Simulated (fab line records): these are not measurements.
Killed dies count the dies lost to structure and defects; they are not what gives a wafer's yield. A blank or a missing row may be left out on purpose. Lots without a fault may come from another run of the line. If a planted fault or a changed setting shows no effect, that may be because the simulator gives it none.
Tool commonality check | flow gf180mcu | Sampled: 13 lots, 45 wafers

WHAT PROMPTED THE OPENING
At GF_HV_LDD_TW_MEAS_50 the reading HV_LDD_4_TW is flagged on 2 of 13 lots. Wafers without a fault read 568.4, standard deviation 2.7.
Rule: a lot is flagged when every wafer of it that has a number lies more than 4 standard deviations from that mean, or none has a number. The other lots count as sound.

lot  | measured     | on            | HV_LDD_4_TW, wafer by wafer         | flag
L251 | day 12 09:55 | film metro-02 | 569.6 570.5 567.8                   |
L252 | day 12 17:50 | film metro-03 | 573.1 572.3 567.9                   |
L253 | day 13 01:57 | film metro-01 | 567.2 567.8 566.8                   |
L255 | day 13 17:46 | film metro-01 | 566.2 567.6 565.5                   |
L256 | day 13 22:30 | film metro-03 | 570.6 571.7 569.6                   |
L257 | day 14 08:53 | film metro-03 | 566.6 568.4 564.7                   |
L258 | day 14 14:40 | film metro-03 | 566.7 565.4 571.7                   |
L263 | day 16 12:44 | film metro-01 | 570.9 567.6 566.6                   |
L266 | day 17 14:00 | film metro-03 | 597.6 602.1 599.1 596.8 602.1 601.7 | FLAGGED
L268 | day 17 23:11 | film metro-01 | 596.8 593.8 597.5 593.9 597.4 595.2 | FLAGGED
L270 | day 18 16:32 | film metro-03 | 569.8 572.2 574.1                   |
L271 | day 19 03:55 | film metro-02 | 570.3 567.7 570.7                   |
L274 | day 19 23:14 | film metro-01 | 566.8 567.8 563.9                   |
The mean of the flagged lots' numbers is 597.8, +29.4 from the usual (+11 standard deviations).

EACH LOT AND THE TOOL IT RAN ON
The record holds 1 process step before the reading, out of a route of 602 steps. Every cell lists first the tool, next ch and the chambers used by the sampled wafers, and last the start.
lot  | flag    | GF_HV_LDD_IMPLANT_48
L251 |         | implanter-03 ch 0, day 12 09:40
L252 |         | implanter-01 ch 0, day 12 17:37
L253 |         | implanter-02 ch 0, day 13 01:44
L255 |         | implanter-03 ch 0, day 13 17:32
L256 |         | implanter-02 ch 0, day 13 22:17
L257 |         | implanter-03 ch 0, day 14 08:40
L258 |         | implanter-01 ch 0, day 14 14:22
L263 |         | implanter-02 ch 0, day 16 12:29
L266 | FLAGGED | implanter-01 ch 0, day 17 13:45
L268 | FLAGGED | implanter-01 ch 0, day 17 22:58
L270 |         | implanter-03 ch 0, day 18 16:17
L271 |         | implanter-03 ch 0, day 19 03:41
L274 |         | implanter-03 ch 0, day 19 23:02
What these steps do:
- GF_HV_LDD_IMPLANT_48
- GF_HV_LDD_TW_MEAS_50

FLAGGED AGAINST TOTAL, ONE TOOL AT A TIME (gauges that did the reading follow at the end)
step                 | tool          | lots run | flagged | share of the flagged lots | sound lots run after its first flagged lot
GF_HV_LDD_IMPLANT_48 | implanter-01  | 4        | 2       | all                       | 0
GF_HV_LDD_IMPLANT_48 | implanter-02  | 3        | 0       | none                      | -
GF_HV_LDD_IMPLANT_48 | implanter-03  | 6        | 0       | none                      | -
GF_HV_LDD_TW_MEAS_50 | film metro-01 | 5        | 1       | some                      | 1 (L274)
GF_HV_LDD_TW_MEAS_50 | film metro-02 | 2        | 0       | none                      | -
GF_HV_LDD_TW_MEAS_50 | film metro-03 | 6        | 1       | some                      | 1 (L270)

WHAT THE TABLE PERMITS
1 row of the table ran every flagged lot: implanter-01 at GF_HV_LDD_IMPLANT_48.
- implanter-01 at GF_HV_LDD_IMPLANT_48 ran 4 lots, 2 of them flagged. It ran its last sound lot, L258, at day 14 14:22 and its first flagged lot, L266, at day 17 13:45: a fault with its onset between the two fits. Its own readings lie more than 4 standard deviations out on every wafer of the flagged lots: beam energy keV.
Left over: one tool, implanter-01 at GF_HV_LDD_IMPLANT_48.

WHAT THE SIMULATOR HAD INSERTED
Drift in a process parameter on implanter-01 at GF_HV_LDD_IMPLANT_48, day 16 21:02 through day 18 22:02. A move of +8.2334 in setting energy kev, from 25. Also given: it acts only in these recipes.
Shown lots that were struck: L266, L268. Same finding as the rule above.
